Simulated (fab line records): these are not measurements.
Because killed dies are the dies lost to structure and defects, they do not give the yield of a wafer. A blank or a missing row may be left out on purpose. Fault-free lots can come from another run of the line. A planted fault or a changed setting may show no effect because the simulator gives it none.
The same fault as seen by 2 desks    flow sfq line    what lay behind the numbers comes last; until then each desk has only its own

## TOOL OWNER'S DESK, rie diel-04
The tool's own readings at SFQ_TRILAYER_I7_VIA_ETCH_VIA_ETCH_190 (etches SiO2 in CHF3, stops on Nb, target depth 260 nm): means of the sampled wafers that have a number, for each lot that ran on this tool. The brackets show how far a lot's mean lies from the usual mean; more than 4 standard deviations puts the lot out of limits, marked OUT.
Columns: A = drypump motor current A at SFQ_TRILAYER_I7_VIA_ETCH_VIA_ETCH_190, usual 5.8 A; B = oes product au at SFQ_TRILAYER_I7_VIA_ETCH_VIA_ETCH_190, usual 0.862 a.u.; C = rf fwd power W at SFQ_TRILAYER_I7_VIA_ETCH_VIA_ETCH_190, usual 498.4 W
lot   first seen here  A    B      C
L258  day 90 11:47     5.9  0.863  498.1
L259  day 91 00:40     5.5  0.864  418.5 (-47) OUT
L262  day 91 04:47     5.7  0.868  419.7 (-46) OUT
Finding of this desk: L259, L262 out of limits; the first was L259 at day 91 00:40, on rf fwd power W at SFQ_TRILAYER_I7_VIA_ETCH_VIA_ETCH_190. L258: within limits.

## METROLOGY DESK
What the gauges read, lot by lot, whatever tool the lot ran on: means of the sampled wafers that have a number. The brackets show how far a lot's mean lies from the usual mean; more than 4 standard deviations puts the lot out of limits, marked OUT.
Columns: A = I7_BOW at SFQ_I7_BOW_MEAS_946, usual 9 um; B = I7_OVL at SFQ_I7_OVL_MEAS_947, usual -2 nm
lot   first seen here  A   B
L254  day 85 09:35     5   -10
L258  day 86 11:21     6   3
L259  day 87 00:55     20  -5
L260  day 87 02:46     1   -0
L262  day 88 14:29     3   -1
L264  day 92 06:41     20  -7
Finding of this desk: none of the 6 lots has anything out of limits.

## PUT TOGETHER
The tool owner's desk had the chance to raise an alarm at day 91 00:40 on L259, L262.
The metrology desk saw nothing out of limits.
The metrology desk holds a record of L259, L262, inside its limits.
On rie diel-04, each named lot ran SFQ_TRILAYER_I7_VIA_ETCH_VIA_ETCH_190.

## WHAT THE SIMULATOR HAD INSERTED
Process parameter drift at SFQ_TRILAYER_I7_VIA_ETCH_VIA_ETCH_190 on rie diel-04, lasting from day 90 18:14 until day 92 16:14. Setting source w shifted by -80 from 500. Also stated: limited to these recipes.
Shown lots that were struck: L259, L262.
Time in hours from fault onset to the first out-of-limits reading at each desk: the tool owner's desk, 6.
